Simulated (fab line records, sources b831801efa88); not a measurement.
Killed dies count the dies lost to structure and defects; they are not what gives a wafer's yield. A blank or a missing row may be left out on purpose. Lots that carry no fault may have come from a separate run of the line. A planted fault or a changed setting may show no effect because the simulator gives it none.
Matching of chambers :: flow sfqLine :: cmp-01 running SFQ_TRILAYER_I4_CMP_CMP_100: 4 sister chambers
The step polishes SiO2. 4 wafers are shown with their chamber, then 8 later ones without.

== EACH WAFER AND ITS CHAMBER ==
wafer: L939.5
chamber: 2
motorCurrentA (A): 11.3

wafer: L941.3
chamber: 0
motorCurrentA (A): 10.1

wafer: L941.5
chamber: 1
motorCurrentA (A): 10.0

wafer: L943.1
chamber: 3
motorCurrentA (A): 10.0

== WAFERS WHOSE CHAMBER IS MISSING ==
wafer: L943.3
motorCurrentA (A): 10.5

wafer: L943.6
motorCurrentA (A): 11.9

wafer: L946.1
motorCurrentA (A): 10.0

wafer: L946.3
motorCurrentA (A): 11.7

wafer: L946.5
motorCurrentA (A): 10.4

wafer: L953.2
motorCurrentA (A): 11.5

wafer: L953.1
motorCurrentA (A): 10.1

wafer: L953.6
motorCurrentA (A): 11.8

== WHICH CHAMBER EACH ONE RAN IN ==
wafer: L943.3
from the rows above: can't be placed: 0 or 1 or 3 or 2
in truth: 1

wafer: L943.6
from the rows above: 2
in truth: 2

wafer: L946.1
from the rows above: can't be placed: 1 or 3 or 0
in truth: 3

wafer: L946.3
from the rows above: 2
in truth: 2

wafer: L946.5
from the rows above: can't be placed: 0 or 1 or 3 or 2
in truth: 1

wafer: L953.2
from the rows above: 2
in truth: 2

wafer: L953.1
from the rows above: can't be placed: 0 or 1 or 3
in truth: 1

wafer: L953.6
from the rows above: 2
in truth: 2
Placed correctly: 4 of 8. Not placeable from these rows: 4 (in 4, the candidates include the true chamber). Placed wrongly: 0.
How it was worked out, from the rows above alone: a wafer's distance from a chamber is the root of the sum, over the readings, of the square of ((its reading less the chamber's mean) divided by the reading's scatter). The wafer belongs to the nearest chamber; if the next one is less than 2 further off, it can't be placed. A chamber's mean is the mean of its shown wafers. The scatter: root of mean squared gap, hidden wafer to nearest shown wafer, with one shown wafer a chamber.
